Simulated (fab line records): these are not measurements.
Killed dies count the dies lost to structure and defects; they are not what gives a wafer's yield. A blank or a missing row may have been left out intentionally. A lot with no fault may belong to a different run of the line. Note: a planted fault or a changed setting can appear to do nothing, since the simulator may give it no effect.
A struck lot beside a sound one :: flow sfq-line :: 13 out of 325 route steps
Sound: these wafers, L154.2, L154.3, L154.6. Wafers L148.2, L148.4, L148.5 were the ones struck. The cause is given at the end.
For every step that has rows: the tool of each side, followed by ch and its chambers, followed by its first start. Under that, the readings that differ: sound wafers :: struck wafers :: difference of the means :: sigmas: that difference in standard deviations of wafers without a fault.
alike: words and numbers the same on both sides, and readings whose means are apart by under 2 such deviations; not compared: readings that were withheld, readings missing a value for some wafer, numbers with overlapping values and no deviation given by the record, and bounds like >300 which may hide the same value.
Wherever a step has rows on one side only, a row that says differs or no value, or a row with sigmas, the two part there. When numbers do not overlap yet have no deviation, they are printed without sigmas and do not part them. A reading missing from all wafers of one side parts the sides only when that side holds two or more wafers.

SFQ_TRILAYER_M2_DEP_SPUTTER_055: material Nb, target thk 200 nm, time 133.3 s.
  sound on pvd-sputter-04 at day 23 02:08; struck on pvd-sputter-06 at day 20 22:36
  alike: throttle-valve-pct
SFQ_M2_RS_MEAS_914: a four-point-probe measurement.
  sound on film-metro-04 at day 23 02:20; struck on film-metro-01 at day 20 22:43
  alike: M2_NB_RS
then, 6 steps without rows for these wafers: SFQ_TRILAYER_M2_LITHO_COAT_062 (resist thk 62 nm); SFQ_TRILAYER_M2_LITHO_COAT_057 (resist thk 600 nm); SFQ_TRILAYER_M2_LITHO_SOFTBAKE_061; SFQ_TRILAYER_M2_LITHO_EXPOSE_058 (exposes mask M2, target cd 500 nm); SFQ_TRILAYER_M2_LITHO_PEB_060 (peb time 60 s); SFQ_TRILAYER_M2_LITHO_DEVELOP_059 (time 60 s).
-- the record jumps here: 3 days lie between the struck wafers' starts before and after --
SFQ_M2_OVL_MEAS_916:
  sound on overlay-01 at day 25 16:55; struck on overlay-02 at day 23 17:22
  alike: M2_OVL
SFQ_TRILAYER_M2_BARC_OPEN_METAL_ETCH_077: etches BARC in O2, target depth 125 nm, time 41.7 s.
  sound on rie-metal-01 ch 0, day 25 16:57; struck on rie-metal-02 ch 0,1, day 23 17:24
  alike: drypump-motor-current-A, oes-product-au
  not compared: rf-hours-counter-h
SFQ_TRILAYER_M2_ETCH_METAL_ETCH_060: etches Nb in Cl2/Ar, stops on SiO2, target depth 240 nm, time 120 s.
  sound on rie-metal-01 ch 0, day 25 17:01; struck on rie-metal-02 ch 0,1, day 23 17:28
  alike: drypump-motor-current-A, oes-product-au
  not compared: rf-hours-counter-h
SFQ_TRILAYER_M2_STRIP_STRIP_061: strips in O2.
  sound on rie-metal-01 ch 0, day 25 17:08; struck on rie-metal-02 ch 0,1, day 23 17:35
reading: overash-fraction
sound: 0.65 0.65 0.65
struck: 0.39 0.39 0.39
difference: -0.26
sigmas: 
  alike: drypump-motor-current-A, oes-product-au
  not compared: rf-hours-counter-h
then, 1 step without rows for these wafers: SFQ_TRILAYER_M2_STRIP_SOLV_CLEAN_062 (cleans in NMP, time 600 s).

== WHERE THEY PART ==
Nowhere in this record.

WHY: what had been put in by the simulator
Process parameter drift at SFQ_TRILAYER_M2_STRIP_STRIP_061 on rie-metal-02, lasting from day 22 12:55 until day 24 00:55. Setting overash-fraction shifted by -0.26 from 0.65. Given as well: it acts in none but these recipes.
